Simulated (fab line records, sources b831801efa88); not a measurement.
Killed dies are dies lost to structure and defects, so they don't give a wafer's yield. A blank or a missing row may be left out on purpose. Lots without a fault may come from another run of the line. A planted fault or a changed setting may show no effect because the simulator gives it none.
fab line records | flow sky130
record lots=6 wafers=18 last_day=50
route steps=708 shown LOCAL_INTERCONNECT@398 CONTACT@406 PAD_OPEN@708
lots that met no fault: from a run of the same line without faults
start_h: hours from the record's first day to the start of the lot's first wafer shown | wait_h: hours since the lot's step before | " the same as in the row above | L1.1+2: a row that stands for several wafers | - no value, or no start given | * or withheld: withheld | < > ~ a bound
route shown NAME@n: a module of which the file shows steps, and the number in the route of the first | usual: mean/standard deviation of fault-free wafers | same: alike in all rows | chamber/n: place in a boat | sites: the reading at each site | _std_site: their standard deviation | _edge_site: outer sites' mean less inner sites' | radius_mm: how far each site lies from the wafer's centre | mask NAME#n: copy n | behind: the tool/chamber that last shaped the wafer | hold: why the lot was held/for how many hours/how that ended | device: the transistor (n, p or np) that didn't switch | end of line: the same wafers' tests at the end of the route | a step without rows: its recipe alone | killed: dies lost to structure and defects at the first sort, not the wafer's yield | map: a wafer's dies, x killed, . not, _ none there
set.NAME: the setting as run; set.NAME@STEP: as run at that earlier step | model.NAME: the simulator's own value behind a step, which no gauge read
lots at some steps of the route; a table a step, a row a wafer
services: from which hour (start_h, from the record's first day; less than 0 if before it) a tool's chamber was out of use, for how many hours, and why
## steps
# step SKY_LOCAL_INTERCONNECT_CD_MEAS_11
# recipe target_cd_nm=170
# usual cd_nm=169.9/1.5
# columns lot.wafer tool chamber start_h wait_h cd_nm
L505.1 cd_sem-02 - 728.93 - 170.3
L505.3 " - " " 170.5
L505.4 " - " " 170.4
L506.1 cd_sem-02 - 740.68 - 168.7
L506.5 " - " " 168.0
L506.6 " - " " 169.8
L514.3 cd_sem-02 - 801.93 - 168.3
L514.4 " - " " 167.9
L514.5 " - " " 168.1
L517.1 cd_sem-02 - 849.63 - 168.4
L517.3 " - " " 169.5
L517.6 " - " " 169.7
L524.2 cd_sem-01 - 893.35 - 169.9
L524.3 " - " " 168.0
L524.6 " - " " 167.4
L525.3 cd_sem-02 - 895.48 - 171.3
L525.4 " - " " 172.3
L525.6 " - " " 171.8
# step SKY_LOCAL_INTERCONNECT_OVL_MEAS_12
# usual LOCAL_INTERCONNECT_OVL=-2/4.9
# columns lot.wafer tool chamber start_h wait_h LOCAL_INTERCONNECT_OVL[nm]
L505.1 overlay-01 - 729.05 0.1 -1
L505.3 " - " " 2
L505.4 " - " " 0
L506.1 overlay-01 - 740.80 0.1 -1
L506.5 " - " " -3
L506.6 " - " " 6
L514.3 overlay-01 - 802.02 0.1 2
L514.4 " - " " -7
L514.5 " - " " -6
L517.1 overlay-01 - 849.75 0.1 -6
L517.3 " - " " -13
L517.6 " - " " -10
L524.2 overlay-01 - 893.46 0.1 -4
L524.3 " - " " 4
L524.6 " - " " 1
L525.3 overlay-02 - 895.57 0.1 2
L525.4 " - " " -6
L525.6 " - " " -3
# step SKY_LOCAL_INTERCONNECT_ETCH_13
# recipe chemistry=N2/H2 target=BARC ion_energy_ev=200 bias_w=100 pressure_mtorr=30 n2_flow_sccm=100 h2_flow_sccm=200 icp_w=500 stop_on=SiO2 time_s=45.9 target_depth_a=600
# usual drypump_motor_current_A=5.7/0.35 h2_flow_sccm=200.1/0.61 n2_flow_sccm=100.0/0.34 oes_product_au=0.855/0.0052 rf_fwd_power_W=494.9/2.1 throttle_valve_pct=13.224/0.0097
# columns lot.wafer tool chamber start_h wait_h drypump_motor_current_A h2_flow_sccm n2_flow_sccm oes_product_au rf_fwd_power_W rf_hours_counter_h throttle_valve_pct
L505.1 rie_metal-02 0 729.08 0.0 5.1 199.4 100.0 0.859 495.6 10 13.222
L505.3 " 1 " " 6.0 200.5 99.5 0.849 495.8 - 13.231
L505.4 " 0 " " 5.1 200.0 100.3 0.853 496.4 - 13.213
L506.1 rie_metal-02 0 740.83 0.0 5.1 200.4 99.8 0.851 497.6 11 13.220
L506.5 " 1 " " 6.0 200.6 100.0 0.849 494.8 - 13.224
L506.6 " 0 " " 5.1 200.0 100.0 0.849 497.6 - 13.234
L514.3 rie_metal-02 1 802.07 0.0 5.9 199.9 100.5 0.862 494.1 - 13.220
L514.4 " 0 " " 5.1 199.9 100.0 0.850 495.6 - 13.229
L514.5 " 1 " " 6.0 200.3 100.6 0.851 493.8 - 13.222
L517.1 rie_metal-03 0 849.79 0.0 5.9 199.3 99.8 0.846 494.1 14 13.224
L517.3 " 0 " " 6.0 200.2 100.0 0.855 496.0 - 13.231
L517.6 " 1 " " 5.4 199.2 99.9 0.857 495.3 - 13.228
L524.2 rie_metal-03 1 893.49 0.0 5.4 200.3 99.3 0.851 495.0 8 13.212
L524.3 " 1 " " 5.4 199.3 99.9 0.860 497.4 - 13.228
L524.6 " 1 " " 5.4 200.0 100.1 0.856 495.3 - 13.229
L525.3 rie_metal-02 1 895.62 0.0 6.0 200.6 100.0 0.862 495.7 - 13.221
L525.4 " 0 " " 5.1 200.2 100.4 0.855 495.2 - 13.232
L525.6 " 0 " " 5.1 199.8 100.5 0.854 494.8 - 13.210
# step SKY_LOCAL_INTERCONNECT_METAL_ETCH_14
# recipe target_depth_nm=110 stop_on=PSG chemistry=Cl2/BCl3 target=TiN resist_sidewall_deg=88 pressure_mtorr=10 icp_w=900 bias_w=48.5 Cl2_flow_sccm=60 bcl3_flow_sccm=30 time_s=31.4
# usual bcl3_flow_sccm=30.00/0.079 drypump_motor_current_A=5.7/0.35 mfc_cl2_sccm=60.00/0.18 oes_product_au=0.938/0.0068 rf_fwd_power_W=888/3.6 throttle_valve_pct=21.902/0.01
# columns lot.wafer tool chamber start_h wait_h bcl3_flow_sccm drypump_motor_current_A mfc_cl2_sccm oes_product_au rf_fwd_power_W rf_hours_counter_h throttle_valve_pct
L505.1 rie_metal-02 0 729.15 0.0 30.07 5.1 59.94 0.937 888 10 21.892
L505.3 " 1 " " 30.05 6.0 59.98 0.946 886 - 21.910
L505.4 " 0 " " 30.03 5.1 60.17 0.939 890 - 21.899
L506.1 rie_metal-02 0 740.90 0.0 29.99 5.1 60.03 0.939 886 11 21.884
L506.5 " 1 " " 29.89 5.9 59.91 0.943 884 - 21.904
L506.6 " 0 " " 29.98 5.1 59.89 0.936 892 - 21.896
L514.3 rie_metal-02 1 802.12 0.0 30.05 5.9 60.00 0.941 890 - 21.903
L514.4 " 0 " " 29.97 5.1 59.92 0.933 890 - 21.909
L514.5 " 1 " " 30.11 5.9 60.09 0.936 887 - 21.902
L517.1 rie_metal-03 0 849.85 0.0 30.04 6.0 59.85 0.956 884 14 21.883
L517.3 " 0 " " 30.00 6.0 59.85 0.940 884 - 21.897
L517.6 " 1 " " 29.95 5.4 60.18 0.946 891 - 21.924
L524.2 rie_metal-03 1 893.55 0.0 30.16 5.4 59.98 0.944 890 8 21.897
L524.3 " 1 " " 30.06 5.4 59.97 0.943 891 - 21.923
L524.6 " 1 " " 30.12 5.4 60.15 0.926 893 - 21.886
L525.3 rie_metal-02 1 895.68 0.0 29.91 6.0 59.82 0.936 887 - 21.906
L525.4 " 0 " " 30.07 5.1 59.89 0.937 891 - 21.890
L525.6 " 0 " " 30.01 5.1 59.92 0.937 893 - 21.905
# step SKY_LOCAL_INTERCONNECT_STRIP_15
# recipe chemistry=O2/N2 power_w=1400 pressure_mtorr=1500 platen_temp_c=withheld o2_flow_sccm=3000 n2_flow_sccm=300 overash_fraction=0.5
# usual drypump_motor_current_A=6.1/0.34 n2_flow_sccm=299.9/0.9 oes_product_au=0.427/0.0047 strip_time_to_endpoint_s=4.732/0.02
# columns lot.wafer tool chamber start_h wait_h drypump_motor_current_A n2_flow_sccm oes_product_au rf_hours_counter_h strip_time_to_endpoint_s
L505.1 plasma_asher-01 0 729.20 0.0 5.4 301.0 0.434 104 4.740
L505.3 " 0 " " 5.4 297.7 0.418 - 4.745
L505.4 " 1 " " 5.9 300.7 0.437 - 4.755
L506.1 plasma_asher-04 1 740.95 0.0 6.2 298.7 0.430 30 4.726
L506.5 " 1 " " 6.2 298.9 0.431 - 4.720
L506.6 " 0 " " 6.2 299.6 0.436 - 4.727
L514.3 plasma_asher-01 1 802.19 0.1 5.9 300.4 0.432 - 4.781
L514.4 " 0 " " 5.4 300.8 0.430 - 4.742
L514.5 " 1 " " 5.9 301.3 0.426 - 4.756
L517.1 plasma_asher-03 1 849.90 0.0 5.9 301.0 0.424 104 4.724
L517.3 " 1 " " 5.9 298.8 0.421 - 4.724
L517.6 " 0 " " 6.5 300.8 0.428 - 4.733
L524.2 plasma_asher-04 1 893.60 0.0 6.2 298.4 0.421 46 4.742
L524.3 " 1 " " 6.2 299.0 0.437 - 4.733
L524.6 " 1 " " 6.2 299.3 0.427 - 4.743
L525.3 plasma_asher-04 1 895.74 0.1 6.2 300.6 0.427 - 4.731
L525.4 " 0 " " 6.3 298.4 0.430 - 4.726
L525.6 " 1 " " 6.2 300.8 0.432 - 4.753
# step SKY_LOCAL_INTERCONNECT_STRIP_16
# recipe chemistry=post_etch_residue_remover time_s=1200 temp_c=72.5
# step SKY_LOCAL_INTERCONNECT_CLEAN_17
# recipe chemistry=IPA time_s=180 temp_c=25
# step SKY_LOCAL_INTERCONNECT_CLEAN_18
# recipe chemistry=O3/DIW dry=n2_spin
# step SKY_CONTACT_CVD_00
# recipe material=Si3N4 target_thk_nm=75 temp_c=400 time_s=withheld rf_w=450
# usual heater_power_w=714/88 rf_fwd_power_W=442.9/2.8
# columns lot.wafer tool chamber start_h wait_h heater_power_w rf_fwd_power_W
L505.1 pecvd-04 1 729.79 0.0 795 440.9
L505.3 " 0 " " 759 441.5
L505.4 " 0 " " 763 441.2
L506.1 pecvd-04 0 741.64 0.0 765 438.4
L506.5 " 2 " " 722 448.4
L506.6 " 1 " " 723 443.6
L514.3 pecvd-04 1 802.75 0.0 798 440.6
L514.4 " 2 " " 672 446.8
L514.5 " 1 " " 802 442.7
L517.1 pecvd-01 1 850.49 0.0 743 446.9
L517.3 " 0 " " 643 440.6
L517.6 " 1 " " 755 444.7
L524.2 pecvd-03 1 894.19 0.0 647 445.7
L524.3 " 0 " " 519 441.1
L524.6 " 2 " " 736 439.9
L525.3 pecvd-04 2 896.30 0.0 684 446.3
L525.4 " 1 " " 709 443.0
L525.6 " 0 " " 794 439.9
# step SKY_CONTACT_THK_MEAS_01
# recipe reads=Si3N4_of_CONTACT_CVD_00
# usual CONTACT_CVD_00_THK=75.0/0.82
# columns lot.wafer tool chamber start_h wait_h CONTACT_CVD_00_THK[nm]
L505.1 film_metro-01 - 729.82 - 76.4
L505.3 " - " " 75.6
L505.4 " - " " 77.3
L506.1 film_metro-01 - 741.67 - 73.4
L506.5 " - " " 74.6
L506.6 " - " " 74.9
L514.3 film_metro-02 - 802.80 - 75.0
L514.4 " - " " 76.8
L514.5 " - " " 76.6
L517.1 film_metro-01 - 850.53 - 74.2
L517.3 " - " " 74.5
L517.6 " - " " 75.2
L524.2 film_metro-03 - 894.24 - 74.7
L524.3 " - " " 75.0
L524.6 " - " " 75.2
L525.3 film_metro-01 - 896.35 - 75.0
L525.4 " - " " 75.1
L525.6 " - " " 76.0
# step SKY_CONTACT_HDPCVD_02
# recipe material=SiO2 target_thk_nm=565 sigma_open_frac=0.3 time_s=94.2 temp_c=600 sih4_flow_sccm=60 pressure_mtorr=6
# step SKY_CONTACT_THK_MEAS_03
# recipe reads=SiO2_of_CONTACT_HDPCVD_02
# usual CONTACT_HDPCVD_THK=568/5.9
# columns lot.wafer tool chamber start_h wait_h CONTACT_HDPCVD_THK[nm]
L505.1 film_metro-02 - 729.95 0.0 561
L505.3 " - " " 568
L505.4 " - " " 562
L506.1 film_metro-02 - 741.80 0.0 559
L506.5 " - " " 564
L506.6 " - " " 562
L514.3 film_metro-02 - 802.93 0.1 567
L514.4 " - " " 568
L514.5 " - " " 575
L517.1 film_metro-03 - 850.65 0.0 571
L517.3 " - " " 561
L517.6 " - " " 565
L524.2 film_metro-02 - 894.36 0.0 561
L524.3 " - " " 562
L524.6 " - " " 559
L525.3 film_metro-02 - 896.61 0.1 573
L525.4 " - " " 575
L525.6 " - " " 572
# step SKY_CONTACT_CMP_04
# recipe material=SiO2 down_force_psi=4 platen_rpm=60 pad_velocity_m_s=0.94248
# usual head_pressure_psi=4.000/0.0086 motor_current_A=13.0/1.6 platen_rpm=60.00/0.042 time_to_endpoint_s=83/3.6
# columns lot.wafer tool chamber start_h wait_h head_pressure_psi motor_current_A platen_rpm time_to_endpoint_s
L505.4 cmp-01 1 730.01 0.0 3.991 10.6 60.02 81
L505.1 " 2 " " 4.001 13.7 59.97 77
L505.3 " 3 " " 3.983 14.8 60.03 86
L506.1 cmp-02 2 741.97 0.2 4.006 14.6 60.00 86
L506.6 " 0 " " 3.995 11.1 60.00 83
L506.5 " 1 " " 3.994 13.5 59.97 83
L514.4 cmp-01 3 803.02 0.1 4.003 14.6 60.06 87
L514.3 " 0 " " 4.015 10.8 60.00 83
L514.5 " 3 " " 3.984 16.0 60.05 89
L517.3 cmp-01 1 850.76 0.1 4.002 11.1 59.98 80
L517.1 " 3 " " 3.996 15.3 60.01 84
L517.6 " 0 " " 4.001 11.1 60.00 83
L524.2 cmp-01 0 894.51 0.1 4.985 12.2 60.02 67
L524.3 " 1 " " 4.965 12.8 59.98 65
L524.6 " 3 " " 4.980 18.0 59.96 67
L525.4 cmp-01 0 896.75 0.1 4.976 12.5 59.85 72
L525.3 " 1 " " 4.982 12.7 60.04 67
L525.6 " 3 " " 4.970 18.4 59.99 74
# step SKY_CONTACT_BOW_MEAS_05
# recipe mode=bow
# usual CONTACT_BOW=81/7.1
# columns lot.wafer tool chamber start_h wait_h CONTACT_BOW[um]
L505.1 film_metro-01 - 730.33 0.2 77
L505.3 " - " " 81
L505.4 " - " " 79
L506.1 film_metro-02 - 742.18 0.2 78
L506.5 " - " " 73
L506.6 " - " " 74
L514.3 film_metro-02 - 803.31 0.2 76
L514.4 " - " " 79
L514.5 " - " " 83
L517.1 film_metro-02 - 851.01 0.1 85
L517.3 " - " " 79
L517.6 " - " " 79
L524.2 film_metro-02 - 894.73 0.2 72
L524.3 " - " " 82
L524.6 " - " " 89
L525.3 film_metro-02 - 896.99 0.1 84
L525.4 " - " " 72
L525.6 " - " " 75
# step SKY_PAD_OPEN_PROBE_99
# usual killed_at_M0_to_M3=43/6.8 killed_at_M4_up=3.2/1.7 killed_at_contacts=24/5.6 killed_at_front_end=15/4.7 killed_at_other=0.3/0.59 killed_dies=86/10 killed_open=47/6.8 killed_short=39/6.4
# same gross_dies=492 killed_at_back_side=0
# columns lot.wafer tool chamber start_h wait_h killed_at_M0_to_M3 killed_at_M4_up killed_at_contacts killed_at_front_end killed_at_other killed_dies killed_open killed_short
L505.1 prober-02 - 1093.90 0.1 42 2 21 12 1 78 43 35
L505.3 prober-02 - 1094.00 0.2 46 2 24 9 0 81 44 37
L505.4 prober-02 - 1094.05 0.2 47 5 23 12 0 87 45 42
L506.1 prober-02 - 1103.96 0.1 47 7 30 24 0 108 61 47
L506.5 prober-02 - 1104.16 0.2 44 2 24 13 0 83 41 42
L506.6 prober-02 - 1104.21 0.2 41 2 26 15 0 84 49 35
L514.3 prober-02 - 1145.41 0.2 40 0 29 9 0 78 42 36
L514.4 prober-02 - 1145.46 0.2 50 1 23 11 0 85 52 33
L514.5 prober-02 - 1145.51 0.2 45 5 16 13 0 79 36 43
L517.1 prober-01 - 1182.06 0.1 33 3 23 9 0 68 40 28
L517.3 prober-01 - 1182.16 0.2 47 1 24 13 0 85 45 40
L517.6 prober-01 - 1182.31 0.2 43 2 27 13 0 85 37 48
L524.2 prober-01 - 1204.65 0.1 39 8 28 11 0 86 46 40
L524.3 prober-01 - 1204.70 0.2 44 4 24 10 0 82 49 32
L524.6 prober-01 - 1204.85 0.2 34 3 25 18 0 80 37 42
L525.3 prober-01 - 1206.56 0.2 38 2 36 14 1 91 49 42
L525.4 prober-01 - 1206.61 0.2 48 5 28 12 0 93 52 41
L525.6 prober-01 - 1206.71 0.2 48 0 17 14 0 79 48 31
# killed by level:class
L505.1 VIA2:geometric_particle:open=9 LI_CONTACT:geometric_particle:open=8 CONTACT:geometric_particle:open=7 VIA3:geometric_particle:open=7 METAL1:geometric_particle:short=6 VIA1:geometric_particle:open=5 METAL2:geometric_particle:short=5 CONTACT:geometric_particle:short=4
L505.3 CONTACT:geometric_particle:open=12 METAL1:geometric_particle:short=7 VIA2:geometric_particle:open=7 VIA2:geometric_particle:short=6 VIA3:geometric_particle:open=5 VIA1:geometric_particle:open=5 METAL2:geometric_particle:short=5 POLY_GATE:geometric_particle:short=4
L505.4 VIA2:geometric_particle:open=11 LI_CONTACT:geometric_particle:open=8 METAL2:geometric_particle:short=6 METAL1:geometric_particle:short=6 CONTACT:geometric_particle:open=5 VIA1:geometric_particle:open=5 VIA3:geometric_particle:open=5 METAL4:geometric_particle:short=5
L506.1 CONTACT:geometric_particle:open=11 VIA1:geometric_particle:open=11 VIA2:geometric_particle:open=8 VIA3:geometric_particle:open=6 LI_CONTACT:geometric_particle:open=6 LOCAL_INTERCONNECT:geometric_particle:short=6 VIA1:geometric_particle:short=6 FIELD_ISO:geometric_particle:short=5
L506.5 CONTACT:geometric_particle:open=13 METAL1:geometric_particle:short=9 VIA1:geometric_particle:open=8 METAL2:geometric_particle:short=6 VIA2:geometric_particle:short=5 FIELD_ISO:geometric_particle:short=4 POLY_GATE:geometric_particle:open=4 LI_CONTACT:geometric_particle:open=4
L506.6 VIA1:geometric_particle:open=9 CONTACT:geometric_particle:open=9 LI_CONTACT:geometric_particle:open=7 VIA1:geometric_particle:short=6 METAL1:geometric_particle:short=5 METAL2:geometric_particle:short=5 FIELD_ISO:geometric_particle:open=4 VIA2:geometric_particle:short=4
L514.3 CONTACT:geometric_particle:open=11 CONTACT:geometric_particle:short=9 VIA3:geometric_particle:open=9 VIA1:geometric_particle:open=8 LI_CONTACT:geometric_particle:open=5 METAL1:geometric_particle:short=4 VIA2:geometric_particle:open=4 VIA2:geometric_particle:short=4
L514.4 VIA1:geometric_particle:open=15 CONTACT:geometric_particle:open=9 VIA2:geometric_particle:open=8 VIA1:geometric_particle:short=6 VIA3:geometric_particle:open=6 VIA3:geometric_particle:short=5 FIELD_ISO:geometric_particle:open=4 FIELD_ISO:geometric_particle:short=4
L514.5 VIA2:geometric_particle:open=8 VIA3:geometric_particle:open=7 FIELD_ISO:geometric_particle:short=6 VIA3:geometric_particle:short=6 CONTACT:geometric_particle:short=5 METAL1:geometric_particle:short=5 VIA1:geometric_particle:open=5 LOCAL_INTERCONNECT:geometric_particle:short=4
L517.1 CONTACT:geometric_particle:open=10 VIA1:geometric_particle:open=5 VIA2:geometric_particle:open=5 METAL1:geometric_particle:short=5 VIA3:geometric_particle:open=5 LI_CONTACT:geometric_particle:open=4 LI_CONTACT:geometric_particle:short=4 VIA1:geometric_particle:short=4
L517.3 VIA1:geometric_particle:open=8 CONTACT:geometric_particle:open=8 VIA3:geometric_particle:open=8 LOCAL_INTERCONNECT:geometric_particle:short=6 VIA3:geometric_particle:short=6 METAL1:geometric_particle:short=6 METAL2:geometric_particle:short=6 LI_CONTACT:geometric_particle:open=5
L517.6 CONTACT:geometric_particle:open=10 VIA1:geometric_particle:short=9 METAL1:geometric_particle:short=8 LI_CONTACT:geometric_particle:open=7 POLY_GATE:geometric_particle:short=6 VIA2:geometric_particle:short=5 LOCAL_INTERCONNECT:geometric_particle:short=5 VIA2:geometric_particle:open=5
L524.2 CONTACT:geometric_particle:open=12 LI_CONTACT:geometric_particle:open=8 VIA1:geometric_particle:open=7 VIA3:geometric_particle:open=6 POLY_GATE:geometric_particle:open=5 METAL1:geometric_particle:short=5 METAL4:geometric_particle:short=5 CONTACT:geometric_particle:short=4
L524.3 VIA1:geometric_particle:open=12 LI_CONTACT:geometric_particle:open=8 CONTACT:geometric_particle:open=7 METAL2:geometric_particle:short=7 LOCAL_INTERCONNECT:geometric_particle:short=5 VIA3:geometric_particle:open=5 FIELD_ISO:geometric_particle:open=4 VIA2:geometric_particle:open=4
L524.6 METAL1:geometric_particle:short=9 LI_CONTACT:geometric_particle:open=8 VIA3:geometric_particle:open=7 FIELD_ISO:geometric_particle:short=5 POLY_GATE:geometric_particle:short=5 CONTACT:geometric_particle:open=5 VIA1:geometric_particle:open=5 LOCAL_INTERCONNECT:geometric_particle:short=4
L525.3 LI_CONTACT:geometric_particle:open=11 CONTACT:geometric_particle:open=9 CONTACT:geometric_particle:short=8 VIA1:geometric_particle:open=7 FIELD_ISO:geometric_particle:short=6 FIELD_ISO:geometric_particle:open=5 VIA1:geometric_particle:short=5 VIA3:geometric_particle:open=5
L525.4 CONTACT:geometric_particle:open=10 VIA1:geometric_particle:open=8 METAL1:geometric_particle:short=7 LI_CONTACT:geometric_particle:open=6 VIA2:geometric_particle:open=6 POLY_GATE:geometric_particle:open=5 VIA2:geometric_particle:short=5 VIA1:geometric_particle:short=5
L525.6 VIA1:geometric_particle:open=12 VIA3:geometric_particle:open=10 METAL2:geometric_particle:short=9 LI_CONTACT:geometric_particle:open=6 CONTACT:geometric_particle:open=5 FIELD_ISO:geometric_particle:open=4 POLY_GATE:geometric_particle:short=4 METAL3:geometric_particle:short=4
## services
# columns tool chamber start_h hours kind
cmp-02 - 724.36 3.5 repair
cmp-01 - 731.33 0.4 repair
plasma_asher-01 - 733.75 9.0 pm
cmp-02 - 738.57 1.0 repair
rie_metal-03 1 742.31 1.0 repair
cmp-02 - 744.00 4.0 pm
plasma_asher-01 - 765.25 1.5 repair
pecvd-04 2 780.03 2.1 scheduled_down
rie_metal-02 1 785.09 10.1 repair
rie_metal-03 - 788.47 15.6 pm
cmp-01 - 792.24 4.7 pm
plasma_asher-01 - 805.35 11.7 repair
plasma_asher-01 - 805.63 1.6 repair
plasma_asher-01 - 812.21 0.4 repair
pecvd-03 - 817.55 0.7 repair
cmp-01 - 819.24 15.2 pm
pecvd-04 2 827.34 5.5 scheduled_down
plasma_asher-04 - 840.38 3.2 repair
pecvd-03 - 862.00 2.8 pm
plasma_asher-03 - 868.46 1.5 repair
rie_metal-03 0 873.42 - clean
rie_metal-03 0 873.42 15.8 scheduled_down
rie_metal-03 0 873.42 15.8 vent_cycle
plasma_asher-01 - 887.01 5.1 repair
## key
first_sign step=SKY_CONTACT_CMP_04 reading=head_pressure_psi direction=up sigmas=99+ usual=4.000 struck=4.976
effect step=SKY_CONTACT_CMP_04 reading=time_to_endpoint_s direction=down sigmas=4 usual=* struck=*
met_at SKY_CONTACT_CMP_04
struck_wafers L524.2,L524.3,L524.6,L525.3,L525.4,L525.6
tester_left_out L524,L525
onset_between 850.76 894.51
fault kind=process_parameter_drift tool=cmp-01 chamber=- onset_h=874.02 steps=SKY_CONTACT_CMP_04 channel=down_force_psi offset=0.97454 shape=step end_h=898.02 acts_in=these_recipes_only stated=4
# tester_left_out: of these lots the tester's yield and bins aren't shown, on N5 and GAA mostly nor the transistor test; their killed dies are dies lost to structure and defects alone, not to doping, threshold or leakage, so they don't give the yield
